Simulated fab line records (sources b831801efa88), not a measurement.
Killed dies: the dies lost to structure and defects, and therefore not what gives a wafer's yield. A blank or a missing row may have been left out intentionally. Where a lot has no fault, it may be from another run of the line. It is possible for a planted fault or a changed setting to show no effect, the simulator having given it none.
fab line records | flow sky130
record: lots: 5 | wafers: 15 | last_day: 49
route steps=708 shown METAL4@621 VIA4@639 METAL5@661 PAD_OPEN@708
lots with no fault: from the same line, run without faults
start_h: the number of hours between the record's first day and the start of the first shown wafer of the lot | wait_h: how many hours have passed since the lot's step before this one | " same as the row above | L1.1+2: several wafers, shown together as one row | - no value present, or no start provided | * or withheld: withheld | < > ~ a bound
route shown NAME@n: a module of which the file shows steps, and the number in the route of the first | usual: mean/standard deviation of fault-free wafers | same: alike in all rows | chamber/n: place in a boat | sites: per-site readings | _std_site: their standard deviation | _edge_site: inner sites' mean taken away from outer sites' mean | radius_mm: for every site, how far away it sits from the centre of the wafer | mask NAME#n: copy n | behind: the most recent tool/chamber to have shaped the wafer | hold: what put the lot on hold/how long, in hours/how the hold closed | device: the n, p or np transistor that did not switch | end of line: the tests these same wafers got at the end of their route | where a step has no rows: the recipe by itself | killed: the dies lost at the first sort to structure and to defects; this is not the yield of the wafer | map: dies across one wafer; x = killed, . = not, _ = none there
set.NAME: the setting that was run; set.NAME@STEP: the one run at that earlier step | model.NAME: the simulator's own value behind a step, which no gauge read
certain route steps with their lots: each step a table, each wafer a row
services: the hour from which a tool's chamber was out of use, counted from the record's first day as start_h (under 0 if before that day), plus the number of hours and why
== steps ==
step: SKY_METAL4_DEHYDRATE_05
recipe: temp_c: 200 | time_s: 60
step: SKY_METAL4_HMDS_06
recipe: prime_time_s: 60 | prime_temp_c: 120
step: SKY_METAL4_COAT_07
recipe: resist: BARC | temp_c: withheld | time_s: withheld | spin_rpm: 3000 | resist_thk_nm: 60
step: SKY_METAL4_COAT_08
recipe: resist: KrF-thick | spin_rpm: 3000 | resist_thk_nm: 1140
step: SKY_METAL4_SOFTBAKE_09
recipe: temp_c: 100 | time_s: 90 | resist: KrF-thick
step: SKY_METAL4_EXPOSE_10
recipe: mask_id: MM4 | na: 0.68 | source_shape: annular | sigma_inner: 0.4 | sigma_outer: 0.8 | target_cd_nm: 300 | dose_mj: 28
step: SKY_METAL4_PEB_11
recipe: peb_temp_c: withheld | peb_time_s: withheld | resist: KrF-thick
step: SKY_METAL4_DEVELOP_12
recipe: develop_time_s: 60 | resist: KrF-thick | dev_temp_c: 21
step: SKY_METAL4_DESCUM_15
recipe: chemistry: O2 | source_power_w: 150 | bias_power_w: 0 | pressure_mtorr: 10 | temp_c: 40 | time_s: 8
step: SKY_METAL4_ETCH_16
recipe: chemistry: N2/H2 | target: BARC | ion_energy_ev: 200 | bias_w: 100 | pressure_mtorr: 30 | n2_flow_sccm: 100 | h2_flow_sccm: 200 | icp_w: 500 | stop_on: SiO2 | time_s: 88.2 | target_depth_a: 600
step: SKY_METAL4_ETCH_17
recipe: target: SiO2 | stop_on: TiN | chemistry: C4F8/O2/Ar | source_w: 1500 | bias_w: 1200 | pressure_mtorr: 40 | c4f8_flow_sccm: withheld | O2_flow_sccm: 6 | Ar_flow_sccm: 300 | time_s: 3.78 | target_depth_a: 150
usual: bias_w: 1200/3.6 | chamber_pressure_mTorr: 40.00/0.038 | oes_product_au: 0.769/0.0072
lot.wafer | tool        | chamber | start_h | wait_h | bias_w | chamber_pressure_mTorr | oes_product_au | rf_hours_counter_h
L443.1    | rie_diel-04 | 1       | 1026.52 | 0.1    | 1199   | 40.01                  | 0.767          | 16
L443.2    | "           | 2       | "       | "      | 1199   | 40.07                  | 0.761          | 19
L443.5    | "           | 0       | "       | "      | 1195   | 39.92                  | 0.770          | -
L448.2    | rie_diel-04 | 0       | 1042.05 | 0.1    | 1204   | 40.02                  | 0.759          | 14
L448.4    | "           | 3       | "       | "      | 1205   | 40.04                  | 0.756          | 6
L448.6    | "           | 3       | "       | "      | 1201   | 40.08                  | 0.772          | -
L449.2    | rie_diel-04 | 0       | 1055.50 | 0.1    | 1193   | 40.07                  | 0.753          | 14
L449.4    | "           | 3       | "       | "      | 1197   | 40.01                  | 0.764          | 6
L449.6    | "           | 0       | "       | "      | 1194   | 39.99                  | 0.769          | -
L450.3    | rie_diel-04 | 3       | 1062.85 | 0.0    | 1205   | 39.92                  | 0.762          | 7
L450.5    | "           | 1       | "       | "      | 1206   | 39.96                  | 0.775          | -
L450.6    | "           | 2       | "       | "      | 1196   | 40.01                  | 0.775          | -
L459.4    | rie_diel-01 | 0       | 1102.85 | 0.0    | 1201   | 39.99                  | 0.775          | 13
L459.5    | "           | 3       | "       | "      | 1201   | 40.09                  | 0.768          | -
L459.6    | "           | 2       | "       | "      | 1209   | 40.00                  | 0.778          | -
step: SKY_METAL4_METAL_ETCH_18
recipe: target_depth_a: 8450 | stop_on: SiO2 | over_etch_frac: 0.3 | time_s: 183.1 | chemistry: Cl2/BCl3 | resist_sidewall_deg: 88 | pressure_mtorr: 10 | icp_w: 900 | bias_w: 48.5 | Cl2_flow_sccm: 60 | bcl3_flow_sccm: 30
step: SKY_METAL4_STRIP_19
recipe: chemistry: O2/N2 | power_w: 1400 | pressure_mtorr: 1500 | platen_temp_c: withheld | o2_flow_sccm: 3000 | n2_flow_sccm: 300 | overash_fraction: 0.5
step: SKY_METAL4_STRIP_20
recipe: chemistry: post_etch_residue_remover | time_s: 1200 | temp_c: 72.5
step: SKY_METAL4_CLEAN_21
recipe: chemistry: IPA | time_s: 180 | temp_c: 25
step: SKY_METAL4_CLEAN_22
recipe: chemistry: O3/DIW | dry: n2_spin
step: SKY_VIA4_HDPCVD_00
recipe: material: SiO2 | target_thk_nm: 1750 | sigma_open_frac: 0.3 | time_s: 291.7 | temp_c: 400 | sih4_flow_sccm: 60 | pressure_mtorr: 6
step: SKY_VIA4_CMP_02
recipe: material: SiO2 | down_force_psi: 4 | platen_rpm: 60 | pad_velocity_m_s: 0.94248
step: SKY_VIA4_DEHYDRATE_04
recipe: temp_c: 200 | time_s: 60
step: SKY_VIA4_HMDS_05
recipe: prime_time_s: 60 | prime_temp_c: 120
step: SKY_VIA4_COAT_06
recipe: resist: NOVOLAK | spin_rpm: 3000 | resist_thk_nm: 1140
step: SKY_VIA4_SOFTBAKE_07
recipe: temp_c: 90 | time_s: 62.73 | resist: NOVOLAK
step: SKY_VIA4_EXPOSE_08
recipe: mask_id: VIM4 | na: 0.6 | source_shape: conventional | sigma_outer: 0.6 | polarization: unpolarized | target_cd_nm: 800 | dose_mj: 132
step: SKY_VIA4_PEB_09
recipe: temp_c: withheld | time_s: * | resist: NOVOLAK
step: SKY_VIA4_DEVELOP_10
recipe: resist: NOVOLAK | developer: TMAH | develop_time_s: 60 | dev_temp_c: 23
step: SKY_VIA4_ETCH_12
recipe: target: SiO2 | chemistry: C4F8/O2/Ar | stop_on: TiN | mask_material: NOVOLAK | source_w: 1500 | bias_w: 1200 | pressure_mtorr: 40 | c4f8_flow_sccm: withheld | O2_flow_sccm: 6 | Ar_flow_sccm: 300 | time_s: withheld | target_depth_a: 5800
step: SKY_VIA4_STRIP_13
recipe: chemistry: O2/N2 | power_w: 1400 | pressure_mtorr: 1500 | platen_temp_c: withheld | o2_flow_sccm: 3000 | n2_flow_sccm: 300 | overash_fraction: 0.5
step: SKY_VIA4_STRIP_14
recipe: chemistry: post_etch_residue_remover | time_s: 1200 | temp_c: 72.5
step: SKY_VIA4_CLEAN_15
recipe: chemistry: IPA | time_s: 180 | temp_c: 25
step: SKY_VIA4_CLEAN_16
recipe: chemistry: O3/DIW | dry: n2_spin
step: SKY_VIA4_SPUTTER_17
recipe: material: TiN | target_thk_nm: 20 | chamber_pressure_pa: 5 | power_w: 4000 | time_s: 80
step: SKY_VIA4_CVD_18
recipe: material: W | target_thk_nm: 505 | time_s: 152.14 | temp_c: 400 | pressure_torr: 40
step: SKY_VIA4_CMP_21
recipe: stop_on: SiO2 | t_overpolish_s: 25 | down_force_psi: 3.5 | platen_rpm: 60 | target_thk_nm: 0 | pad_velocity_m_s: 0.94248
step: SKY_METAL5_SPUTTER_00
recipe: material: Ti | target_thk_nm: 15 | power_w: 3000 | time_s: 10 | chamber_pressure_pa: 0.4
step: SKY_METAL5_SPUTTER_01
recipe: material: TiN | target_thk_nm: 20 | power_w: 6500 | time_s: 16.7 | chamber_pressure_pa: 0.4
step: SKY_PAD_OPEN_PROBE_99
usual: defect_limited_yield: 82.1/1.8 | killed_at_M0_to_M3: 45/6.9 | killed_at_M4_up: 3.2/1.8 | killed_at_contacts: 25/5.3 | killed_at_front_end: 16/4.3 | killed_at_other: 0.2/0.52 | killed_dies: 88/8.7 | killed_open: 48/6.5 | killed_short: 40/6 | sort_bin_3_pad_short: 0.9/0.4 | sort_bin_5_function: 10.8/1.5 | sort_bin_6_memory: 6.3/1 | sort_n_pass: 404/8.7 | sort_yield_pct: 82.1/1.8
same: gross_dies: 492 | killed_at_back_side: 0 | sort_bin_4_leakage[%]: 0 | sort_bin_8_speed[%]: 0
lot.wafer | tool      | chamber | start_h | wait_h | defect_limited_yield[%] | killed_at_M0_to_M3 | killed_at_M4_up | killed_at_contacts | killed_at_front_end | killed_at_other | killed_dies | killed_open | killed_short | sort_bin_3_pad_short[%] | sort_bin_5_function[%] | sort_bin_6_memory[%] | sort_n_pass | sort_yield_pct[%] | model.etest.tester.sort_n_pass | model.etest.tester.sort_yield_pct | model.etest.tester.sort_bin_5_pct | model.etest.tester.sort_bin_3_pct
L448.2    | prober-02 | -       | 1127.01 | 0.1    | 68.9                    | 43                 | 69              | 30                 | 11                  | 0               | 153         | 51          | 36           | 5.3                     | 17.5                   | 8.3                  | 339         | 68.9              | 339                            | 68.9                              | 17.48                             | 5.285
L448.4    | prober-02 | -       | 1127.11 | 0.2    | 69.5                    | 44                 | 67              | 24                 | 15                  | 0               | 150         | 38          | 48           | 3.9                     | 19.1                   | 7.5                  | 342         | 69.5              | 342                            | 69.51                             | 19.11                             | 3.862
L448.6    | prober-02 | -       | 1127.21 | 0.2    | 73.4                    | 37                 | 58              | 22                 | 14                  | 0               | 131         | 45          | 30           | 4.3                     | 15.2                   | 7.1                  | 361         | 73.4              | 361                            | 73.37                             | 15.24                             | 4.268
L449.2    | prober-01 | -       | 1136.68 | 0.1    | 70.3                    | 38                 | 68              | 24                 | 16                  | 0               | 146         | 54          | 29           | 3.9                     | 19.5                   | 6.3                  | 346         | 70.3              | 346                            | 70.33                             | 19.51                             | 3.862
L449.4    | prober-01 | -       | 1136.78 | 0.2    | 69.9                    | 48                 | 69              | 17                 | 14                  | 0               | 148         | 48          | 33           | 4.3                     | 19.9                   | 5.9                  | 344         | 69.9              | 344                            | 69.92                             | 19.92                             | 4.268
L449.6    | prober-01 | -       | 1136.88 | 0.2    | 72.0                    | 42                 | 61              | 17                 | 17                  | 1               | 138         | 48          | 32           | 4.1                     | 19.1                   | 4.9                  | 354         | 72.0              | 354                            | 71.95                             | 19.11                             | 4.065
L450.3    | prober-01 | -       | 1151.84 | 0.2    | 72.6                    | 45                 | 55              | 18                 | 17                  | 0               | 135         | 49          | 32           | 3.9                     | 17.3                   | 6.3                  | 357         | 72.6              | 357                            | 72.56                             | 17.28                             | 3.862
L450.5    | prober-01 | -       | 1151.94 | 0.2    | 76.0                    | 34                 | 47              | 19                 | 18                  | 0               | 118         | 41          | 29           | 2.8                     | 16.1                   | 5.1                  | 374         | 76.0              | 374                            | 76.02                             | 16.06                             | 2.846
L450.6    | prober-01 | -       | 1151.99 | 0.2    | 71.7                    | 34                 | 72              | 18                 | 15                  | 0               | 139         | 41          | 29           | 3.7                     | 17.7                   | 6.9                  | 353         | 71.7              | 353                            | 71.75                             | 17.68                             | 3.659
L459.4    | prober-01 | -       | 1183.59 | 0.2    | 81.9                    | 50                 | 3               | 20                 | 15                  | 1               | 89          | 49          | 39           | 1.2                     | 9.6                    | 7.3                  | 403         | 81.9              | 403                            | 81.91                             | 9.553                             | 1.22
L459.5    | prober-01 | -       | 1183.64 | 0.2    | 81.9                    | 48                 | 1               | 23                 | 17                  | 0               | 89          | 44          | 45           | 1.2                     | 11.2                   | 5.7                  | 403         | 81.9              | 403                            | 81.91                             | 11.18                             | 1.22
L459.6    | prober-01 | -       | 1183.69 | 0.2    | 83.5                    | 39                 | 4               | 29                 | 9                   | 0               | 81          | 41          | 40           | 0.8                     | 9.6                    | 6.1                  | 411         | 83.5              | 411                            | 83.54                             | 9.553                             | 0.813
killed by level:class
L448.2 METAL4:unspecified=66 CONTACT:geometric_particle:open=12 VIA1:geometric_particle:open=10 VIA2:geometric_particle:open=9 LI_CONTACT:geometric_particle:open=7 METAL1:geometric_particle:short=5 VIA3:geometric_particle:open=5 FIELD_ISO:geometric_particle:short=4
L448.4 METAL4:unspecified=64 VIA1:geometric_particle:open=10 VIA1:geometric_particle:short=8 CONTACT:geometric_particle:short=7 FIELD_ISO:geometric_particle:short=6 VIA3:geometric_particle:short=5 VIA2:geometric_particle:open=5 LOCAL_INTERCONNECT:geometric_particle:short=4
L448.6 METAL4:unspecified=56 VIA1:geometric_particle:open=10 CONTACT:geometric_particle:open=9 VIA2:geometric_particle:open=8 FIELD_ISO:geometric_particle:short=7 LI_CONTACT:geometric_particle:open=5 CONTACT:geometric_particle:short=4 VIA1:geometric_particle:short=4
L449.2 METAL4:unspecified=63 VIA1:geometric_particle:open=11 CONTACT:geometric_particle:open=10 LI_CONTACT:geometric_particle:open=7 FIELD_ISO:geometric_particle:open=5 VIA1:geometric_particle:short=5 VIA3:geometric_particle:open=4 VIA2:geometric_particle:open=4
L449.4 METAL4:unspecified=66 VIA1:geometric_particle:open=13 VIA3:geometric_particle:open=9 CONTACT:geometric_particle:open=8 VIA2:geometric_particle:open=6 VIA1:geometric_particle:short=5 FIELD_ISO:geometric_particle:short=4 FIELD_ISO:geometric_particle:open=4
L449.6 METAL4:unspecified=58 VIA1:geometric_particle:open=12 VIA2:geometric_particle:open=6 CONTACT:geometric_particle:open=6 VIA3:geometric_particle:open=6 FIELD_ISO:geometric_particle:open=5 METAL1:geometric_particle:short=5 LI_CONTACT:geometric_particle:open=4
L450.3 METAL4:unspecified=53 VIA1:geometric_particle:open=11 VIA3:geometric_particle:open=8 CONTACT:geometric_particle:open=7 VIA3:geometric_particle:short=7 LI_CONTACT:geometric_particle:open=6 FIELD_ISO:geometric_particle:open=5 POLY_GATE:geometric_particle:short=5
L450.5 METAL4:unspecified=47 CONTACT:geometric_particle:open=8 VIA3:geometric_particle:short=7 VIA1:geometric_particle:open=6 VIA2:geometric_particle:open=6 POLY_GATE:geometric_particle:open=5 CONTACT:geometric_particle:short=5 SPACER:geometric_particle:open=4
L450.6 METAL4:unspecified=68 VIA1:geometric_particle:open=11 VIA3:geometric_particle:open=9 VIA2:geometric_particle:open=6 CONTACT:geometric_particle:open=6 SPACER:geometric_particle:short=4 POLY_GATE:geometric_particle:open=3 CONTACT:geometric_particle:short=3
L459.4 VIA3:geometric_particle:open=10 CONTACT:geometric_particle:open=9 VIA1:geometric_particle:open=9 VIA3:geometric_particle:short=6 VIA2:geometric_particle:open=6 METAL1:geometric_particle:short=6 POLY_GATE:geometric_particle:open=5 VIA1:geometric_particle:short=5
L459.5 CONTACT:geometric_particle:open=11 METAL2:geometric_particle:short=8 VIA1:geometric_particle:open=7 VIA3:geometric_particle:short=6 POLY_GATE:geometric_particle:short=6 VIA3:geometric_particle:open=6 FIELD_ISO:geometric_particle:open=4 POLY_GATE:geometric_particle:open=4
L459.6 CONTACT:geometric_particle:open=16 METAL2:geometric_particle:short=7 METAL3:geometric_particle:short=6 VIA2:geometric_particle:open=5 LOCAL_INTERCONNECT:geometric_particle:short=5 METAL1:geometric_particle:short=5 VIA3:geometric_particle:open=4 CONTACT:geometric_particle:short=4
map L448.2 (x killed, . not)
__________xx........_________
________.x..x..x.x...._______
______..x.x............._____
_____x.....x.xx........xx____
____.x..x.....x........x.x___
___x....xxx..........x.x.x.__
__..........x....x.......x.._
_.......x...........x.x....x.
_.xx........x.xx.x......x..xx
_........x.xxxx....x........x
_....xxxxxxxxxxxxx.........xx
_.x..x...xxxxxxxx...x...x..x.
_..xx....xxxxxxxxxxx.........
_......x.xxxxxxxxxx..........
_....x..xxxxxxxxx..x.x.x...x.
__xx.x..xxxxxxxxxxx...x.x.x._
___...x.x...xxx.x..........__
____....xx..x...x.x..x....___
_____.....x.......x......____
______....x....x...x.x.._____
________..x..........._______
__________.x.x......_________
map L449.4 (x killed, . not)
__________.......x.x_________
________.............._______
______x...x......x......_____
_____.....x.x.....x.xx...____
____......x...x...x.......___
___....x..x....x.x.......x.__
__....................x.x..x_
_..x.......................x.
_x.........x.xx..x..xx..xx..x
_x..x..........x.x.xxxxxxxx..
_...xxxxx......x...x.xxxxxxxx
_x........x......x..xxxxxxxxx
_..x......xx..xx.x.xxxxxxxxxx
_.....x......x..x.xx.xxxxxxxx
_.............x.x..xxxxxxxxxx
__x.x...x.......x...x.xxxxxx_
___.x...........x.......x..__
____x.....x..x.x.......x..___
_____x..xx....xx.....xxxx____
______.x...x..x........x_____
________..x.......x..._______
__________.x........_________
== services ==
tool        | chamber | start_h | hours | kind
rie_diel-01 | 3       | 1012.52 | 4.3   | repair
rie_diel-01 | 1       | 1017.66 | 4.4   | repair
rie_diel-01 | 2       | 1032.37 | 8.8   | repair
rie_diel-01 | -       | 1054.68 | 15.6  | pm
rie_diel-04 | 0       | 1075.51 | 7.5   | repair
== key ==
first_sign: step: SKY_PAD_OPEN_PROBE_99 | reading: killed_at_M4_up | direction: up | sigmas: 33 | usual: 3.2 | struck: 62.9
effect: step: SKY_PAD_OPEN_PROBE_99 | reading: sort_bin_3_pad_short | direction: up | sigmas: 7.8 | usual: 0.9 | struck: 4.0
model_effect: step: SKY_PAD_OPEN_PROBE_99 | value: etest.tester.sort_n_pass | without: 404.1 | struck: 352.2
met_at SKY_METAL4_ETCH_17
struck_wafers L448.2,L448.4,L448.6,L449.2,L449.4,L449.6,L450.3,L450.5,L450.6
onset_between 1026.52 1042.05
fault: kind: chamber_particle_source | tool: rie_diel-04 | chamber: - | onset_h: 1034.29 | steps: SKY_METAL4_ETCH_17 | rate_per_visit_cm2: 1.4787 | end_h: 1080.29
